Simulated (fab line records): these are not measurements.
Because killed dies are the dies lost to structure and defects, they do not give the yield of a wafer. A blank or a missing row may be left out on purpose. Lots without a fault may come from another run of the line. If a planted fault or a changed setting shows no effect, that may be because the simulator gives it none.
fab line records -- flow sky130
[record] lots = 12, wafers = 36, lastDay = 51
route steps=708 shown LDD_LDN@299 SPACER@306 POLY_CUT@318 SD_N@349
lots with no fault: from the same line, run without faults
startH: start of the lot's first displayed wafer, in hours after the record's first day -- waitH: how many hours have passed since the lot's step before this one -- " as in the row above -- L1.1+2: one row covering several wafers at once -- - either no value or no given start -- * or withheld: withheld -- < > ~ a bound
route shown NAME@n: a module of which the file shows steps, and the number in the route of the first -- usual: mean/standard deviation taken from wafers without a fault -- same: alike in all rows -- chamber/n: place in a boat -- sites: each site's reading -- _std_site: the standard deviation of these -- _edge_site: mean of outer sites minus mean of inner sites -- radiusMm: for every site, how far away it sits from the centre of the wafer -- mask NAME#n: copy n -- behind: the tool/chamber that last shaped the wafer -- hold: what put the lot on hold/how long, in hours/how the hold closed -- device: names the non-switching transistor (n, p or np) -- end of line: tests of these same wafers at the route's end -- for a step that has no rows: nothing shown but its recipe -- killed: dies lost to structure and defects at the first sort, not the wafer's yield -- map: a wafer's dies, x killed, . not, _ none there
set.NAME: the setting as run; set.NAME@STEP: as run at that earlier step -- model.NAME: the simulator's own value behind a step, which no gauge read
one table for each step of the route and one row for each wafer, over a sample of lots
services: from which hour (startH, from the record's first day; less than 0 if before it) a tool's chamber was out of use, for how many hours, and why
[[steps]]
[step SKY_LDD_LDN_IMPLANT_10]
[recipe] species = As, energyKev = 15, doseCm2 = 1.25e+13, tiltDeg = withheld, rotationDeg = 203
[usual] doseIonsCm2 = 1.2504e+13/1.3e+10, faradayCurrentUA = 70.5/1.4
lot.wafer,tool,chamber,startH,waitH,doseIonsCm2,faradayCurrentUA
L581.2,implanter-02,0,514.38,0.1,1.2514e+13,71.3
L581.3,implanter-02,0,514.38,0.1,1.2501e+13,71.7
L581.6,implanter-02,0,514.38,0.1,1.2498e+13,68.5
L584.4,implanter-01,0,552.98,0.1,1.2524e+13,71.2
L584.5,implanter-01,0,552.98,0.1,1.2498e+13,71.0
L584.6,implanter-01,0,552.98,0.1,1.2518e+13,69.5
L585.3,implanter-01,0,566.95,0.1,1.2499e+13,71.8
L585.4,implanter-01,0,566.95,0.1,1.2473e+13,70.5
L585.6,implanter-01,0,566.95,0.1,1.2485e+13,69.7
L586.4,implanter-04,0,575.64,0.1,1.2486e+13,72.4
L586.5,implanter-04,0,575.64,0.1,1.2479e+13,70.7
L586.6,implanter-04,0,575.64,0.1,1.247e+13,71.4
L587.1,implanter-02,0,588.45,0.1,1.25e+13,71.0
L587.4,implanter-02,0,588.45,0.1,1.251e+13,68.9
L587.5,implanter-02,0,588.45,0.1,1.2489e+13,73.6
L588.3,implanter-01,0,588.57,0.1,1.2525e+13,70.3
L588.5,implanter-01,0,588.57,0.1,1.2521e+13,73.5
L588.6,implanter-01,0,588.57,0.1,1.2532e+13,70.8
L593.1,implanter-02,0,626.75,0.1,1.2513e+13,68.2
L593.3,implanter-02,0,626.75,0.1,1.2493e+13,69.2
L593.6,implanter-02,0,626.75,0.1,1.2503e+13,70.6
L594.2,implanter-04,0,641.23,0.1,1.2509e+13,70.0
L594.4,implanter-04,0,641.23,0.1,1.2508e+13,68.4
L594.6,implanter-04,0,641.23,0.1,1.2501e+13,71.1
L601.1,implanter-01,0,694.75,0.1,3.018e+12,16.7
L601.2,implanter-01,0,694.75,0.1,3.058e+12,17.6
L601.3,implanter-01,0,694.75,0.1,3.022e+12,17.2
L602.1,implanter-04,0,701.80,0.1,1.2504e+13,71.4
L602.5,implanter-04,0,701.80,0.1,1.2497e+13,73.1
L602.6,implanter-04,0,701.80,0.1,1.2511e+13,69.6
L604.1,implanter-01,0,731.07,0.1,3.045e+12,17.0
L604.4,implanter-01,0,731.07,0.1,3.055e+12,17.0
L604.5,implanter-01,0,731.07,0.1,3.056e+12,16.9
L603.1,implanter-02,0,761.05,0.1,1.25e+13,68.7
L603.2,implanter-02,0,761.05,0.1,1.2514e+13,70.7
L603.6,implanter-02,0,761.05,0.1,1.2498e+13,69.0
[step SKY_LDD_LDN_TW_MEAS_13]
[usual] LDD_LDN_TW = 1485/17
lot.wafer,tool,chamber,startH,waitH,LDD_LDN_TW
L581.2,filmMetro-02,-,514.76,0.1,1471
L581.3,filmMetro-02,-,514.76,0.1,1466
L581.6,filmMetro-02,-,514.76,0.1,1470
L584.4,filmMetro-02,-,553.33,0.1,1468
L584.5,filmMetro-02,-,553.33,0.1,1477
L584.6,filmMetro-02,-,553.33,0.1,1469
L585.3,filmMetro-03,-,567.32,0.1,1519
L585.4,filmMetro-03,-,567.32,0.1,1524
L585.6,filmMetro-03,-,567.32,0.1,1516
L586.4,filmMetro-02,-,576.00,0.1,1470
L586.5,filmMetro-02,-,576.00,0.1,1464
L586.6,filmMetro-02,-,576.00,0.1,1467
L587.1,filmMetro-03,-,588.85,0.1,1521
L587.4,filmMetro-03,-,588.85,0.1,1532
L587.5,filmMetro-03,-,588.85,0.1,1520
L588.3,filmMetro-02,-,588.94,0.1,1459
L588.5,filmMetro-02,-,588.94,0.1,1472
L588.6,filmMetro-02,-,588.94,0.1,1460
L593.1,filmMetro-02,-,627.15,0.1,1482
L593.3,filmMetro-02,-,627.15,0.1,1480
L593.6,filmMetro-02,-,627.15,0.1,1480
L594.2,filmMetro-04,-,641.61,0.1,1471
L594.4,filmMetro-04,-,641.61,0.1,1480
L594.6,filmMetro-04,-,641.61,0.1,1464
L601.1,filmMetro-02,-,695.15,0.1,1387
L601.2,filmMetro-02,-,695.15,0.1,1398
L601.3,filmMetro-02,-,695.15,0.1,1383
L602.1,filmMetro-03,-,702.20,0.1,1513
L602.5,filmMetro-03,-,702.20,0.1,1500
L602.6,filmMetro-03,-,702.20,0.1,1511
L604.1,filmMetro-03,-,731.47,0.1,1412
L604.4,filmMetro-03,-,731.47,0.1,1418
L604.5,filmMetro-03,-,731.47,0.1,1406
L603.1,filmMetro-02,-,761.45,0.1,1479
L603.2,filmMetro-02,-,761.45,0.1,1482
L603.6,filmMetro-02,-,761.45,0.1,1477
[step SKY_SPACER_ETCHBACK_02]
[recipe] chemistry = CH3F/O2, target = Si3N4, stopOn = SiO2, sourceW = 400, biasW = 80, pressureMtorr = 25, ch3fFlowSccm = 40, O2_flow_sccm = 30, timeS = 46.7, targetDepthA = 450
[usual] drypumpMotorCurrentA = 5.8/0.4, oesProductAu = 0.854/0.0069, throttleValvePct = 10.563/0.0086
lot.wafer,tool,chamber,startH,waitH,drypumpMotorCurrentA,oesProductAu,rfHoursCounterH,throttleValvePct
L581.2,rieDiel-02,2,517.30,0.0,5.8,0.851,5,10.551
L581.3,rieDiel-02,3,517.30,0.0,6.0,0.849,52,10.573
L581.6,rieDiel-02,1,517.30,0.0,5.9,0.854,-,10.559
L584.4,rieDiel-02,1,554.70,0.0,5.9,0.849,-,10.559
L584.5,rieDiel-02,3,554.70,0.0,6.0,0.861,-,10.565
L584.6,rieDiel-02,0,554.70,0.0,5.9,0.860,-,10.556
L585.3,rieDiel-01,3,589.48,0.0,6.0,0.847,7,10.554
L585.4,rieDiel-01,2,589.48,0.0,6.4,0.844,18,10.570
L585.6,rieDiel-01,1,589.48,0.0,6.4,0.846,-,10.564
L586.4,rieDiel-04,3,589.48,0.0,4.7,0.849,25,10.555
L586.5,rieDiel-04,3,589.48,0.0,4.7,0.849,-,10.570
L586.6,rieDiel-04,2,589.48,0.0,5.6,0.853,-,10.556
L587.1,rieDiel-02,1,590.69,0.1,5.9,0.837,17,10.579
L587.4,rieDiel-02,1,590.69,0.1,5.9,0.838,-,10.560
L587.5,rieDiel-02,3,590.69,0.1,6.0,0.843,-,10.572
L588.3,rieDiel-04,3,590.69,0.0,4.7,0.854,25,10.555
L588.5,rieDiel-04,0,590.69,0.0,5.7,0.855,-,10.561
L588.6,rieDiel-04,3,590.69,0.0,4.7,0.854,-,10.566
L593.1,rieDiel-02,1,628.66,0.1,5.9,0.853,18,10.564
L593.3,rieDiel-02,2,628.66,0.1,5.8,0.854,5,10.567
L593.6,rieDiel-02,3,628.66,0.1,6.0,0.862,-,10.564
L594.2,rieDiel-01,1,643.74,0.0,6.5,0.851,3,10.570
L594.4,rieDiel-01,0,643.74,0.0,5.4,0.855,61,10.559
L594.6,rieDiel-01,1,643.74,0.0,6.4,0.844,-,10.565
L601.1,rieDiel-02,0,696.52,0.1,6.0,0.854,7,10.571
L601.2,rieDiel-02,1,696.52,0.1,5.9,0.855,19,10.582
L601.3,rieDiel-02,2,696.52,0.1,5.8,0.858,7,10.556
L602.1,rieDiel-01,3,703.58,0.1,6.0,0.861,10,10.569
L602.5,rieDiel-01,3,703.58,0.1,6.0,0.853,-,10.545
L602.6,rieDiel-01,0,703.58,0.1,5.4,0.844,-,10.567
L604.1,rieDiel-04,1,732.85,0.1,5.7,0.859,6,10.558
L604.4,rieDiel-04,0,732.85,0.1,5.7,0.865,4,10.571
L604.5,rieDiel-04,3,732.85,0.1,4.7,0.853,-,10.570
L603.1,rieDiel-04,0,763.43,0.1,5.7,0.854,5,10.542
L603.2,rieDiel-04,1,763.43,0.1,5.7,0.851,7,10.582
L603.6,rieDiel-04,2,763.43,0.1,5.6,0.854,-,10.567
[step SKY_POLY_CUT_ETCH_11]
[recipe] target = Si3N4, chemistry = CF4/CH2F2/Ar, stopOn = poly-Si, sourceW = 600, biasW = 150, pressureMtorr = 40, cf4FlowSccm = 40, ch2f2FlowSccm = 20, Ar_flow_sccm = 150, timeS = 42.5, targetDepthA = 600
[usual] ch2f2FlowSccm = 20.01/0.069, drypumpMotorCurrentA = 5.8/0.45, oesProductAu = 0.827/0.0061, throttleValvePct = 14.994/0.0089
lot.wafer,tool,chamber,startH,waitH,ch2f2FlowSccm,drypumpMotorCurrentA,oesProductAu,rfHoursCounterH,throttleValvePct
L581.2,rieDiel-02,1,548.58,0.0,19.96,5.9,0.832,16,15.007
L581.3,rieDiel-02,3,548.58,0.0,19.99,6.0,0.829,53,14.991
L581.6,rieDiel-02,1,548.58,0.0,20.00,5.9,0.832,-,14.982
L584.4,rieDiel-01,3,584.88,0.0,20.10,6.0,0.825,7,14.991
L584.5,rieDiel-01,1,584.88,0.0,19.99,6.4,0.839,-,14.983
L584.6,rieDiel-01,2,584.88,0.0,19.97,6.5,0.835,-,15.002
L585.3,rieDiel-01,0,619.23,0.0,20.06,5.4,0.829,61,15.001
L585.4,rieDiel-01,3,619.23,0.0,20.09,6.0,0.829,8,14.993
L585.6,rieDiel-01,3,619.23,0.0,20.01,6.0,0.821,-,14.994
L586.4,rieDiel-03,2,619.64,0.0,20.02,5.5,0.822,8,15.005
L586.5,rieDiel-03,3,619.64,0.0,20.11,5.2,0.834,-,15.008
L586.6,rieDiel-03,2,619.64,0.0,20.09,5.5,0.830,-,14.994
L587.1,rieDiel-01,0,620.48,0.0,19.97,5.4,0.834,61,14.984
L587.4,rieDiel-01,2,620.48,0.0,20.01,6.4,0.828,18,14.988
L587.5,rieDiel-01,2,620.48,0.0,20.03,6.4,0.827,-,14.991
L588.3,rieDiel-03,1,620.83,0.0,19.95,5.1,0.825,65,15.004
L588.5,rieDiel-03,3,620.83,0.0,20.01,5.2,0.833,-,14.986
L588.6,rieDiel-03,2,620.83,0.0,20.10,5.5,0.836,-,15.004
L593.1,rieDiel-03,2,657.91,0.0,19.91,5.5,0.822,9,14.996
L593.3,rieDiel-03,3,657.91,0.0,20.06,5.2,0.823,3,15.007
L593.6,rieDiel-03,2,657.91,0.0,20.04,5.5,0.833,-,15.004
L594.2,rieDiel-02,1,672.13,0.0,20.18,5.9,0.831,18,15.008
L594.4,rieDiel-02,2,672.13,0.0,19.88,5.8,0.825,6,15.008
L594.6,rieDiel-02,2,672.13,0.0,19.89,5.8,0.822,-,15.009
L601.1,rieDiel-01,2,725.73,0.0,19.98,6.4,0.831,21,14.994
L601.2,rieDiel-01,3,725.73,0.0,20.00,6.0,0.832,11,15.000
L601.3,rieDiel-01,1,725.73,0.0,19.99,6.4,0.834,5,14.999
L602.1,rieDiel-02,2,732.06,0.0,20.09,5.8,0.827,8,14.988
L602.5,rieDiel-02,2,732.06,0.0,20.04,5.8,0.822,-,14.991
L602.6,rieDiel-02,1,732.06,0.0,19.91,5.9,0.826,-,14.990
L604.1,rieDiel-01,0,761.08,0.0,20.03,5.4,0.827,2,14.985
L604.4,rieDiel-01,2,761.08,0.0,19.98,6.4,0.824,23,14.997
L604.5,rieDiel-01,1,761.08,0.0,19.87,6.5,0.827,-,14.984
L603.1,rieDiel-03,3,789.78,0.0,19.99,5.2,0.825,7,14.988
L603.2,rieDiel-03,2,789.78,0.0,20.03,5.5,0.837,13,14.992
L603.6,rieDiel-03,0,789.78,0.0,20.01,5.6,0.838,-,14.998
[step SKY_SD_N_CD_MEAS_07]
[recipe] targetCdNm = 380
[usual] cdNm = 379.8/2.9
lot.wafer,tool,chamber,startH,waitH,cdNm
L581.2,cdSem-02,-,637.50,0.1,375.4
L581.3,cdSem-02,-,637.50,0.1,378.2
L581.6,cdSem-02,-,637.50,0.1,377.5
L584.4,cdSem-01,-,672.99,0.1,380.2
L584.5,cdSem-01,-,672.99,0.1,381.8
L584.6,cdSem-01,-,672.99,0.1,382.3
L585.3,cdSem-01,-,704.80,0.1,375.3
L585.4,cdSem-01,-,704.80,0.1,374.4
L585.6,cdSem-01,-,704.80,0.1,377.9
L586.4,cdSem-02,-,705.82,0.1,382.1
L586.5,cdSem-02,-,705.82,0.1,381.5
L586.6,cdSem-02,-,705.82,0.1,380.6
L587.1,cdSem-01,-,705.86,0.1,384.2
L587.4,cdSem-01,-,705.86,0.1,385.0
L587.5,cdSem-01,-,705.86,0.1,382.3
L588.3,cdSem-01,-,707.00,0.1,383.8
L588.5,cdSem-01,-,707.00,0.1,380.4
L588.6,cdSem-01,-,707.00,0.1,382.7
L593.1,cdSem-02,-,743.01,0.1,382.1
L593.3,cdSem-02,-,743.01,0.1,382.8
L593.6,cdSem-02,-,743.01,0.1,381.5
L594.2,cdSem-02,-,756.03,0.1,380.7
L594.4,cdSem-02,-,756.03,0.1,383.1
L594.6,cdSem-02,-,756.03,0.1,381.3
L601.1,cdSem-01,-,805.32,0.1,379.6
L601.2,cdSem-01,-,805.32,0.1,379.1
L601.3,cdSem-01,-,805.32,0.1,379.5
L602.1,cdSem-02,-,812.76,0.1,375.5
L602.5,cdSem-02,-,812.76,0.1,376.7
L602.6,cdSem-02,-,812.76,0.1,376.2
L604.1,cdSem-02,-,840.51,0.1,379.7
L604.4,cdSem-02,-,840.51,0.1,382.3
L604.5,cdSem-02,-,840.51,0.1,382.0
L603.1,cdSem-02,-,868.57,0.1,381.9
L603.2,cdSem-02,-,868.57,0.1,384.2
L603.6,cdSem-02,-,868.57,0.1,380.2
[[services]]
tool,chamber,startH,hours,kind
rieDiel-04,-,491.90,0.9,repair
implanter-01,-,494.23,3.3,pm
rieDiel-01,-,501.73,4.3,pm
rieDiel-04,0,506.09,1.6,repair
rieDiel-03,2,508.02,2.7,repair
rieDiel-04,1,515.03,8.7,repair
implanter-02,-,529.18,11.1,pm
rieDiel-02,2,532.38,60.6,repair
rieDiel-03,-,547.01,0.6,repair
rieDiel-01,-,547.85,1.2,repair
implanter-02,-,552.06,4.9,repair
rieDiel-02,-,568.99,0.8,repair
rieDiel-02,-,576.79,0.3,repair
rieDiel-02,-,586.98,2.8,pm
implanter-01,-,626.43,1.8,repair
implanter-01,-,636.44,6.1,pm
rieDiel-02,-,652.95,0.1,repair
implanter-01,-,662.59,3.7,repair
rieDiel-01,-,664.74,1.7,repair
rieDiel-01,2,671.98,2.0,repair
rieDiel-01,1,676.88,4.8,repair
rieDiel-02,1,715.83,16.0,repair
rieDiel-01,-,771.43,0.7,repair
rieDiel-02,1,787.12,11.1,repair
[[key]]
[firstSign] step = SKY_LDD_LDN_IMPLANT_10, reading = doseIonsCm2, direction = down, sigmas = 99+, usual = *, struck = *
[effect] step = SKY_LDD_LDN_IMPLANT_10, reading = faradayCurrentUA, direction = down, sigmas = 38, usual = 70.5, struck = 17.1
[effect] step = SKY_LDD_LDN_TW_MEAS_13, reading = LDD_LDN_TW, direction = down, sigmas = 4.8, usual = 1485, struck = 1400
metAt SKY_LDD_LDN_IMPLANT_10
struckLots L601,L604
testerLeftOut L601,L604
notActingAt SKY_SPACER_ETCHBACK_02,SKY_POLY_CUT_ETCH_11,SKY_SD_N_CD_MEAS_07
onsetBetween 588.57 694.75
[fault] kind = processParameterDrift, tool = implanter-01, chamber = -, onsetH = 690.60, steps = SKY_LDD_LDN_IMPLANT_10, channel = doseCm2, offset = *, shape = step, endH = 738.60, actsIn = *, stated = *
// testerLeftOut: of these lots the tester's yield and bins aren't shown, on N5 and GAA mostly nor the transistor test; their killed dies are dies lost to structure and defects alone, not to doping, threshold or leakage, so they don't give the yield
